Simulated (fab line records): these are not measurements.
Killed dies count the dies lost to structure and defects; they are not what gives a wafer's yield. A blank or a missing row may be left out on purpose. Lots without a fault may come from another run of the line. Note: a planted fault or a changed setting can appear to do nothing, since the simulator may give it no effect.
A lot that was struck, set against a sound lot	flow sky130	16 out of 708 route steps
Sound: wafers L719.2, L719.4, L719.6. Struck: wafer L736.5 (left out: L736.1, L736.4 of the same lot, which were not struck); the cause appears at the end.
Each step with rows lists, per side, the tool, then ch with its chambers, then its first start. Under that, the readings that differ: sound wafers	struck wafers	difference of the means	sigmas: that difference in standard deviations of wafers without a fault.
alike: a reading whose means differ by less than 2 such deviations, as well as words and numbers matching on both sides. not compared: withheld readings; readings where some wafer has no value; bounds like >300 that might hide an equal value; numbers whose values overlap and for which the record gives no deviation.
The two part at a step that has a row with sigmas, a row that says differs or no value, or rows on one side only. Numbers that don't overlap but have no deviation are shown without sigmas and don't part them. A reading missing from all wafers of one side parts the sides only when that side holds two or more wafers.

first, 1 step without rows for these wafers: SKY_FIELD_ISO_DEVELOP_12 (develop time 60 s).
SKY_FIELD_ISO_CD_MEAS_13: the cd target is 150 nm.
  sound: cd sem-01 at day 2 20:17; struck: cd sem-01 at day 6 13:29
  alike: cd nm
SKY_FIELD_ISO_ETCH_14: etches BARC in N2/H2, stops on SiO2, time 45.9 s, target depth 60 nm.
  sound on rie diel-04 ch 0,1,3, day 2 20:23; struck on rie diel-04 ch 3, day 6 13:37
reading	sound	struck	difference	sigmas
oes product au (a.u.)	0.861 0.854 0.848	0.865	+0.011	+2
  alike: drypump motor current A, h2 flow sccm, throttle valve pct
  not compared: rf hours counter h
SKY_FIELD_ISO_ETCH_15: etches the open film in CHF3/O2, stops on Si, target depth 180 nm, time 72 s.
  sound on rie diel-04 ch 0,1,3, day 2 20:26; struck on rie diel-04 ch 3, day 6 13:39
  alike: drypump motor current A, oes product au, throttle valve pct
  not compared: rf hours counter h
SKY_FIELD_ISO_STRIP_16: strips in O2/N2.
  sound on plasma asher-01 ch 0,1, day 2 20:29; struck on plasma asher-01 ch 0, day 6 13:43
  alike: drypump motor current A, o2 flow sccm, oes product au, strip time to endpoint s
  not compared: rf hours counter h
SKY_FIELD_ISO_ETCH_17: etches Si in HBr/Cl2/O2, target depth 342 nm, time 97.7 s.
  sound on rie si-02 ch 1,2,3, day 2 20:35; struck on rie si-01 ch 1, day 6 13:49
  alike: HBr_flow_sccm, drypump motor current A, oes product au, throttle valve pct
  not compared: rf hours counter h
then, 5 steps without rows for these wafers: SKY_FIELD_ISO_WET_ETCH_18 (etches Si3N4 in H3PO4, target depth 25 nm, time 286 s); SKY_FIELD_ISO_CLEAN_19 (cleans in SC1/SC2, time 150 s); SKY_FIELD_ISO_CLEAN_20 (cleans in dHF, time 20 s); SKY_FIELD_ISO_WET_ETCH_21 (etches SiO2 in dHF, target depth 20 nm, time 400 s); SKY_FIELD_ISO_OXIDATION_22 (stabilise 600 s, purge 300 s, target thk 10 nm).
SKY_FIELD_ISO_THK_MEAS_23:
  sound: film metro-03 at day 2 22:49; struck: film metro-02 at day 6 16:15
  alike: FIELD_ISO_OXIDATION_01_THK
SKY_FIELD_ISO_CVD_24: deposits SiO2, target thk 595 nm, time 99.2 s.
  sound on hdpcvd-01 ch 0,1,2, day 2 22:52; struck on hdpcvd-02 ch 2, day 6 16:19
reading	sound	struck	difference	sigmas
model.SiO2_of_FIELD_ISO_CVD_24.thk nm (nm)	592.6 598.2 595.4	831.4	+236.0	
SKY_FIELD_ISO_THK_MEAS_25:
  sound: film metro-02 at day 2 22:56; struck: film metro-03 at day 6 16:37
reading	sound	struck	difference	sigmas
FIELD_ISO_CVD_24_THK (nm)	592 599 595	832	+237	+33
  not compared: hold
SKY_FIELD_ISO_CMP_27: polishes, stops on Si3N4, t overpolish 16 s, target thk 457.8 nm.
  sound on cmp-01 ch 0,3, day 3 01:38; struck on cmp-01 ch 0, day 6 22:44
reading	sound	struck	difference	sigmas
time to endpoint s (s)	112 115 109	157	+45	+13
  alike: motor current A
then, 1 step without rows for these wafers: SKY_FIELD_ISO_WET_ETCH_28 (etches SiO2 in dHF, target depth 23.7 nm, time 47 s).

## WHERE THEY PART
Earliest at SKY_FIELD_ISO_ETCH_14; latest, in this record, at SKY_FIELD_ISO_CMP_27.

WHY: whatever the simulator had introduced
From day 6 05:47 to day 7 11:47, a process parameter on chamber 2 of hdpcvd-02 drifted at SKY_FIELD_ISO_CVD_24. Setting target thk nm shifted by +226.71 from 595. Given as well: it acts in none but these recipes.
